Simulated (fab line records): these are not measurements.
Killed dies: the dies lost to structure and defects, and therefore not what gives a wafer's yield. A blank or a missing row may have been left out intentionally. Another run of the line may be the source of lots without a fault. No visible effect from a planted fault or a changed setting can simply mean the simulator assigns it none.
Which of the tools did it?	flow gf180mcu	72 wafers from 24 lots sampled at 6 of the route's 602 steps

WHAT THE GAUGES SHOWED, per wafer
GF_M3_RS_MEAS_05: uses a four-point probe to measure. Usual: M3_ALCU_RS gives 0.0695 ohm/sq (standard deviation 0.00087).
lot	measured	on	M3_ALCU_RS (ohm/sq)	flag
L074	day 20 05:25	film metro-03	0.0691 0.0685 0.0689	
L075	day 20 17:39	film metro-02	0.0690 0.0700 0.0687	
L076	day 21 02:16	film metro-02	0.0679 0.0689 0.0699	
L077	day 21 11:23	film metro-02	0.0691 0.0692 0.0696	
L078	day 22 08:27	film metro-03	0.0681 0.0685 0.0702	
L079	day 22 14:22	film metro-01	0.0689 0.0691 0.0686	
L080	day 23 02:48	film metro-02	0.0699 0.0694 0.0690	
L081	day 23 11:31	film metro-03	0.0689 0.0696 0.0691	
L082	day 23 12:36	film metro-02	0.0699 0.0679 0.0692	
L083	day 23 20:21	film metro-03	0.0701 0.0702 0.0697	
L084	day 24 04:09	film metro-03	0.0706 0.0685 0.0697	
L085	day 24 15:35	film metro-02	0.0707 0.0707 0.0716	
L086	day 24 22:04	film metro-02	0.0705 0.0701 0.0711	
L087	day 25 03:55	film metro-03	0.0704 0.0698 0.0697	
L088	day 25 15:37	film metro-02	0.0689 0.0694 0.0692	
L089	day 26 05:29	film metro-03	0.0680 0.0697 0.0684	
L090	day 26 06:04	film metro-01	0.0707 0.0707 0.0712	
L091	day 26 11:21	film metro-01	0.0689 0.0705 0.0691	
L092	day 26 17:40	film metro-01	0.0698 0.0679 0.0684	
L093	day 27 02:02	film metro-01	0.0693 0.0686 0.0687	
L094	day 27 05:46	film metro-01	0.0717 0.0705 0.0710	
L095	day 27 12:09	film metro-02	0.0698 0.0697 0.0694	
L096	day 27 16:52	film metro-03	0.0684 0.0679 0.0681	
L097	day 27 23:39	film metro-03	0.0682 0.0685 0.0684	

GF_V3_THK_MEAS_03. Usual: V3_CVD_02_THK gives 854 nm (standard deviation 12).
lot	measured	on	V3_CVD_02_THK (nm)	flag
L074	day 21 05:47	film metro-02	862 859 857	
L075	day 21 18:44	film metro-02	837 880 847	
L076	day 22 03:17	film metro-04	841 867 852	
L077	day 22 12:20	film metro-01	843 870 854	
L078	day 23 08:35	film metro-01	852 852 862	
L079	day 23 14:09	film metro-01	825 853 857	
L080	day 24 05:26	film metro-04	838 839 857	
L081	day 24 11:07	film metro-01	833 852 845	
L082	day 24 12:29	film metro-01	855 860 844	
L083	day 24 19:56	film metro-02	862 857 854	
L084	day 25 02:06	film metro-02	879 883 881	
L085	day 25 14:25	film metro-04	838 856 848	
L086	day 25 20:10	film metro-02	842 864 849	
L087	day 26 01:17	film metro-04	859 858 871	
L088	day 26 13:55	film metro-04	854 859 865	
L089	day 27 02:47	film metro-04	863 871 861	
L090	day 27 03:10	film metro-02	853 839 857	
L091	day 27 07:50	film metro-04	851 843 844	
L092	day 27 15:08	film metro-04	835 857 853	
L093	day 27 23:40	film metro-04	850 871 864	
L094	day 28 02:08	film metro-02	844 862 872	
L095	day 28 08:56	film metro-04	846 854 872	
L096	day 28 14:10	film metro-02	858 844 855	
L097	day 28 19:17	film metro-01	836 841 853	

WHAT TOOL EACH LOT RAN ON (gives the tool, then ch and the chambers of the sampled wafers, and finally the start)
lot	GF_V1_ETCH_16	GF_M2_SPUTTER_03	GF_M2_SPUTTER_04	GF_V2_STRIP_18
L074	rie diel-04 ch 0,3, day 18 01:20	pvd sputter-04, day 18 02:52	pvd sputter-04, day 18 02:53	plasma asher-01 ch 0,1, day 20 03:56
L075	rie diel-03 ch 1,3, day 18 13:22	pvd sputter-04, day 18 14:55	pvd sputter-04, day 18 14:56	plasma asher-01 ch 0,1, day 20 16:11
L076	rie diel-03 ch 1,2,3, day 18 20:43	pvd sputter-03, day 18 22:16	pvd sputter-03, day 18 22:17	plasma asher-02 ch 0,1, day 21 00:47
L077	rie diel-03 ch 0,1,2, day 19 06:31	pvd sputter-03, day 19 08:02	pvd sputter-03, day 19 08:03	plasma asher-02 ch 0,1, day 21 09:52
L078	rie diel-01 ch 0,1,3, day 20 04:04	pvd sputter-02, day 20 05:37	pvd sputter-02, day 20 05:38	plasma asher-01 ch 0,1, day 22 06:58
L079	rie diel-04 ch 0,2,3, day 20 10:44	pvd sputter-03, day 20 12:16	pvd sputter-03, day 20 12:17	plasma asher-04 ch 0,1, day 22 12:34
L080	rie diel-01 ch 1,2,3, day 20 23:10	pvd sputter-04, day 21 00:41	pvd sputter-04, day 21 00:42	plasma asher-02 ch 0,1, day 23 01:16
L081	rie diel-01 ch 2,3, day 21 05:40	pvd sputter-03, day 21 07:10	pvd sputter-03, day 21 07:11	plasma asher-04 ch 0,1, day 23 09:38
L082	rie diel-01 ch 1,2,3, day 21 09:31	pvd sputter-02, day 21 11:02	pvd sputter-02, day 21 11:03	plasma asher-01 ch 0,1, day 23 11:08
L083	rie diel-03 ch 0,1,2, day 21 17:19	pvd sputter-03, day 21 18:52	pvd sputter-03, day 21 18:53	plasma asher-01 ch 0,1, day 23 18:53
L084	rie diel-01 ch 1,2, day 21 23:26	pvd sputter-04, day 22 00:58	pvd sputter-04, day 22 00:59	plasma asher-02 ch 0,1, day 24 02:31
L085	rie diel-01 ch 1,3, day 22 13:25	pvd sputter-03, day 22 14:58	pvd sputter-03, day 22 14:59	plasma asher-01 ch 1, day 24 13:59
L086	rie diel-03 ch 0,3, day 22 19:10	pvd sputter-04, day 22 20:41	pvd sputter-04, day 22 20:42	plasma asher-01 ch 0,1, day 24 20:37
L087	rie diel-04 ch 1,3, day 23 01:37	pvd sputter-04, day 23 03:07	pvd sputter-04, day 23 03:08	plasma asher-02 ch 0,1, day 25 02:25
L088	rie diel-01 ch 1,2,3, day 23 15:58	pvd sputter-02, day 23 17:30	pvd sputter-02, day 23 17:31	plasma asher-04 ch 0,1, day 25 14:10
L089	rie diel-01 ch 0,1, day 24 04:19	pvd sputter-03, day 24 06:02	pvd sputter-03, day 24 06:04	plasma asher-02 ch 0,1, day 26 03:46
L090	rie diel-04 ch 1,2,3, day 24 05:37	pvd sputter-02, day 24 07:07	pvd sputter-02, day 24 07:08	plasma asher-04 ch 0,1, day 26 04:07
L091	rie diel-03 ch 0,2,3, day 24 11:47	pvd sputter-02, day 24 13:17	pvd sputter-02, day 24 13:19	plasma asher-04 ch 0,1, day 26 09:52
L092	rie diel-04 ch 0,2,3, day 24 18:25	pvd sputter-02, day 24 19:59	pvd sputter-02, day 24 20:01	plasma asher-04 ch 0,1, day 26 15:46
L093	rie diel-03 ch 0,2, day 25 03:14	pvd sputter-04, day 25 04:53	pvd sputter-04, day 25 04:55	plasma asher-01 ch 0,1, day 27 00:28
L094	rie diel-01 ch 1,2,3, day 25 07:52	pvd sputter-02, day 25 09:33	pvd sputter-02, day 25 09:34	plasma asher-02 ch 0,1, day 27 04:19
L095	rie diel-04 ch 1,2,3, day 25 13:22	pvd sputter-04, day 25 14:53	pvd sputter-04, day 25 14:55	plasma asher-02 ch 0,1, day 27 10:38
L096	rie diel-01 ch 0,1,2, day 25 18:22	pvd sputter-04, day 25 21:04	pvd sputter-04, day 25 21:05	plasma asher-04 ch 0,1, day 27 15:24
L097	rie diel-01 ch 0,1, day 26 02:05	pvd sputter-02, day 26 03:43	pvd sputter-02, day 26 03:45	plasma asher-01 ch 0,1, day 27 22:11
- GF_V1_ETCH_16: etches BARC in N2/H2.
- GF_M2_SPUTTER_03: material Ti, target thk 10 nm, time 6.7 s.
- GF_M2_SPUTTER_04: material TiN, target thk 50 nm, time 41.7 s.
- GF_V2_STRIP_18: strips in O2/N2.

AS READ BY THE TOOLS THEMSELVES (means over the sampled wafers that have a number; for cases with no such wafer, the mark the record gives instead)
GF_V1_ETCH_16. Usual: drypump motor current A 5.6 A, standard deviation 0.32; oes product au 0.854 a.u., standard deviation 0.0043; throttle valve pct 13.225 %, standard deviation 0.0091.
lot	tool	drypump motor current A (A)	oes product au (a.u.)	throttle valve pct (%)	flag
L074	rie diel-04	5.8	0.854	13.228	
L075	rie diel-03	5.3	0.855	13.223	
L076	rie diel-03	5.5	0.854	13.224	
L077	rie diel-03	5.7	0.853	13.221	
L078	rie diel-01	5.7	0.857	13.221	
L079	rie diel-04	5.7	0.853	13.214	
L080	rie diel-01	5.7	0.857	13.226	
L081	rie diel-01	5.9	0.853	13.231	
L082	rie diel-01	5.6	0.852	13.225	
L083	rie diel-03	5.7	0.851	13.223	
L084	rie diel-01	5.4	0.855	13.229	
L085	rie diel-01	5.5	0.856	13.229	
L086	rie diel-03	5.8	0.856	13.233	
L087	rie diel-04	5.1	0.859	13.232	
L088	rie diel-01	5.6	0.856	13.226	
L089	rie diel-01	5.5	0.859	13.223	
L090	rie diel-04	5.4	0.855	13.217	
L091	rie diel-03	5.7	0.857	13.225	
L092	rie diel-04	5.7	0.851	13.222	
L093	rie diel-03	5.8	0.854	13.225	
L094	rie diel-01	5.6	0.859	13.219	
L095	rie diel-04	5.4	0.855	13.219	
L096	rie diel-01	5.6	0.853	13.230	
L097	rie diel-01	5.8	0.855	13.231	

GF_M2_SPUTTER_03. Usual: substrate temp c 300.02 C, standard deviation 0.17; throttle valve pct 30.1 %, standard deviation 0.89.
lot	tool	substrate temp c (C)	throttle valve pct (%)	flag
L074	pvd sputter-04	300.04	31.1	
L075	pvd sputter-04	299.92	30.3	
L076	pvd sputter-03	299.96	30.3	
L077	pvd sputter-03	299.97	30.0	
L078	pvd sputter-02	299.95	30.0	
L079	pvd sputter-03	300.00	30.4	
L080	pvd sputter-04	300.12	30.6	
L081	pvd sputter-03	300.05	30.0	
L082	pvd sputter-02	300.00	29.8	
L083	pvd sputter-03	300.05	29.5	
L084	pvd sputter-04	299.99	31.1	
L085	pvd sputter-03	299.95	29.6	
L086	pvd sputter-04	300.03	30.6	
L087	pvd sputter-04	300.05	30.6	
L088	pvd sputter-02	300.12	30.0	
L089	pvd sputter-03	299.94	30.1	
L090	pvd sputter-02	300.03	29.4	
L091	pvd sputter-02	299.95	29.8	
L092	pvd sputter-02	300.07	29.4	
L093	pvd sputter-04	300.04	30.7	
L094	pvd sputter-02	300.18	29.9	
L095	pvd sputter-04	300.10	30.3	
L096	pvd sputter-04	300.01	30.6	
L097	pvd sputter-02	300.04	30.2	

GF_M2_SPUTTER_04. Usual: 30.1 % for throttle valve pct, sd 0.9.
lot	tool	throttle valve pct (%)	flag
L074	pvd sputter-04	31.1	
L075	pvd sputter-04	30.3	
L076	pvd sputter-03	30.3	
L077	pvd sputter-03	30.0	
L078	pvd sputter-02	29.7	
L079	pvd sputter-03	30.3	
L080	pvd sputter-04	30.7	
L081	pvd sputter-03	30.2	
L082	pvd sputter-02	29.8	
L083	pvd sputter-03	29.5	
L084	pvd sputter-04	31.0	
L085	pvd sputter-03	29.8	
L086	pvd sputter-04	30.7	
L087	pvd sputter-04	30.6	
L088	pvd sputter-02	30.0	
L089	pvd sputter-03	30.0	
L090	pvd sputter-02	29.3	
L091	pvd sputter-02	29.8	
L092	pvd sputter-02	29.4	
L093	pvd sputter-04	30.8	
L094	pvd sputter-02	30.0	
L095	pvd sputter-04	30.4	
L096	pvd sputter-04	30.7	
L097	pvd sputter-02	30.2	

GF_V2_STRIP_18. Usual: drypump motor current A 5.6 A, standard deviation 0.39; heater power w 329 W, standard deviation 24; oes product au 0.594 a.u., standard deviation 0.0049.
lot	tool	drypump motor current A (A)	heater power w (W)	oes product au (a.u.)	flag
L074	plasma asher-01	5.8	314	0.595	
L075	plasma asher-01	5.6	328	0.595	
L076	plasma asher-02	5.9	337	0.591	
L077	plasma asher-02	5.7	327	0.596	
L078	plasma asher-01	5.9	311	0.589	
L079	plasma asher-04	5.2	343	0.595	
L080	plasma asher-02	5.7	322	0.595	
L081	plasma asher-04	5.3	339	0.594	
L082	plasma asher-01	5.8	310	0.590	
L083	plasma asher-01	5.6	330	0.592	
L084	plasma asher-02	5.9	338	0.597	
L085	plasma asher-01	6.1	291	0.595	
L086	plasma asher-01	5.8	312	0.588	
L087	plasma asher-02	5.7	324	0.598	
L088	plasma asher-04	5.1	332	0.594	
L089	plasma asher-02	5.8	339	0.594	
L090	plasma asher-04	5.3	340	0.587	
L091	plasma asher-04	5.3	343	0.599	
L092	plasma asher-04	5.1	337	0.596	
L093	plasma asher-01	5.8	309	0.593	
L094	plasma asher-02	5.7	328	0.590	
L095	plasma asher-02	5.7	323	0.595	
L096	plasma asher-04	5.3	341	0.596	
L097	plasma asher-01	5.6	323	0.593	

THE ANSWER, worked out from the rows above alone
Rule: lot off if the mean of its wafers having a number is beyond 3 standard deviations from the usual mean. A lot without any number at a reading at which 4 lots or more have one is off too. Where the step has rows for the other lots, those lots are counted as sound. First the gauges in route order, then the tools' own readings, where a lot's mean is used as printed above. At the first step where some lot is off, the reading lying furthest off is the one used; lots without a number count as furthest.
Across all readings shown, no lot is off: no conclusion can be drawn from this.

WHAT WAS PUT IN BY THE SIMULATOR
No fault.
